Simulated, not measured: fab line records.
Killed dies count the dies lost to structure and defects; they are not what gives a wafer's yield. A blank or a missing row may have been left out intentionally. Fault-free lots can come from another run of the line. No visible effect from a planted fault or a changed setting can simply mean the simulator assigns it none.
Matching of chambers ; flow sky130 ; SKY_FIELD_ISO_ETCH_17 on rie-si-02 has 3 sister chambers
The step etches Si in HBr/Cl2/O2, target depth 342 nm, time 97.7 s. 16 wafers are shown with their chamber, then 6 later ones without.

== EACH WAFER AND ITS CHAMBER ==
wafer;chamber;drypump-motor-current-A (A);oes-product-au (a.u.);throttle-valve-pct (%)
L183.4;1;6.8;0.995;25.653
L183.5;1;6.7;0.991;25.665
L183.6;0;5.5;0.991;25.653
L184.1;0;5.5;1.001;25.650
L184.2;2;6.0;1.008;25.656
L184.5;2;6.0;1.004;25.640
L186.3;0;5.5;0.994;25.641
L186.4;2;6.0;1.002;25.673
L186.6;2;6.0;1.004;25.670
L188.1;0;5.5;1.001;25.661
L188.4;1;6.7;1.008;25.652
L188.5;1;6.7;1.004;25.656
L191.1;0;5.5;1.007;25.673
L191.3;2;6.0;1.007;25.668
L191.5;2;6.0;1.003;25.644
L192.1;2;6.0;1.013;25.650

SIGNATURES, as means of the wafers listed above
reading;chamber 0;chamber 1;chamber 2;scatter within a chamber
drypump-motor-current-A;5.500;6.725;6.000;0.024
oes-product-au;0.99880;0.99950;1.00586;0.00577
throttle-valve-pct;25.65560;25.65650;25.65729;0.0116
Rule: a wafer lies at a distance from a chamber equal to the root of the sum of squares, over the readings, of (its reading less the chamber's mean, divided by the reading's scatter). The wafer belongs to the nearest chamber; if the next one is less than 2 further off, it can't be placed. The scatter is the square root of a quotient: the sum, over the shown wafers, of each reading's squared deviation from its chamber's mean, divided by wafers minus chambers.

== WAFERS WITHOUT THEIR CHAMBER ==
wafer;drypump-motor-current-A (A);oes-product-au (a.u.);throttle-valve-pct (%)
L192.5;6.0;1.006;25.638
L194.3;5.5;1.003;25.666
L194.6;6.7;1.003;25.657
L201.2;6.0;0.999;25.665
L201.3;5.5;1.002;25.661
L201.6;6.7;0.988;25.656

== THE CHAMBER EACH PASSED THROUGH ==
wafer;from the rows above;in truth
L192.5;2;2
L194.3;0;0
L194.6;1;1
L201.2;2;2
L201.3;0;0
L201.6;1;1
6 of 6 placed correctly. Not placeable from these rows: 0. Number placed wrongly: 0.
